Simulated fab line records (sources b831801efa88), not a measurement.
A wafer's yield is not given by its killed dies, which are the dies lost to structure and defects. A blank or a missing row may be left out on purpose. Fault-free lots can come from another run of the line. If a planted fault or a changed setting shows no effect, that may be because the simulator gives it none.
2 desks looking at one fault :: flow gf180mcu :: each desk has only its own numbers; what lay behind them comes last

## AT THE TOOL OWNER'S DESK: implanter-03
GF_NSD_IMPLANT_09, tool's own readings: per-lot mean of the sampled wafers with a number, covering each lot this tool ran. A lot is out of limits, marked OUT, if its mean lies more than 4 standard deviations from the usual mean; the brackets give that distance.
Columns: A = beamOnS at GF_NSD_IMPLANT_09, usual 19.3 s; B = doseIonsCm2 at GF_NSD_IMPLANT_09, usual 4e+15
lot: L932
first seen here: day 14 23:20
A: 19.3
B: 4e+15

lot: L934
first seen here: day 15 22:22
A: 19.2
B: 4e+15

lot: L942
first seen here: day 18 17:52
A: 24.2 (+7.8) OUT
B: 5e+15 (+99 or more) OUT

lot: L943
first seen here: day 19 01:04
A: 24.5 (+8.3) OUT
B: 5e+15 (+99 or more) OUT
This desk's finding: out of limits on L942, L943; first on L942, day 18 17:52 (beamOnS at GF_NSD_IMPLANT_09). L932, L934 stayed within limits.

## METROLOGY DESK
What the gauges read for every lot (on any tool): the sampled wafers with a number, averaged. A lot is out of limits, marked OUT, if its mean lies more than 4 standard deviations from the usual mean; the brackets give that distance.
Columns: A = NSD_OVL at GF_NSD_OVL_MEAS_08, usual 0.2 nm; B = NSD_RS at GF_PSD_RS_MEAS_14, usual 46.12 ohm/sq
lot: L929
first seen here: day 14 06:30
A: -0.2
B: 46.13

lot: L932
first seen here: day 14 23:18
A: 0.8
B: 46.05

lot: L933
first seen here: day 15 20:01
A: -0.0
B: 46.13

lot: L934
first seen here: day 15 22:20
A: 0.8
B: 46.13

lot: L940
first seen here: day 17 20:52
A: -2.0
B: 46.13

lot: L942
first seen here: day 18 17:49
A: 0.3
B: 45.02 (-14) OUT

lot: L943
first seen here: day 19 01:01
A: 0.3
B: 44.86 (-16) OUT

lot: L944
first seen here: day 19 08:04
A: -0.5
B: 46.13

lot: L945
first seen here: day 19 22:23
A: 1.2
B: 46.01

lot: L947
first seen here: day 20 07:26
A: 0.6
B: 46.18

lot: L949
first seen here: day 21 00:17
A: 1.3
B: 46.06
This desk finds L942, L943 out of limits, with the earliest case on L942 at day 19 18:16 (NSD_RS at GF_PSD_RS_MEAS_14). L929, L932, L933, L934, L940, L944, L945, L947, L949 stayed within limits.

## BROUGHT TOGETHER
At day 18 17:52, on L942, L943, the tool owner's desk was in a position to raise an alarm.
At day 19 18:16 the metrology desk could have sounded an alarm, on L942, L943.
All the named lots went through GF_NSD_IMPLANT_09 on implanter-03.

## WHAT WAS PUT IN BY THE SIMULATOR
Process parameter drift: implanter-03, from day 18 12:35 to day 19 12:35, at GF_NSD_IMPLANT_09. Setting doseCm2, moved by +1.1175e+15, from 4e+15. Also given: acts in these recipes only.
Shown lots that were struck: L942, L943.
Fault start to first reading out of limits, in hours, per desk: tool owner, 5; metrology, 30.
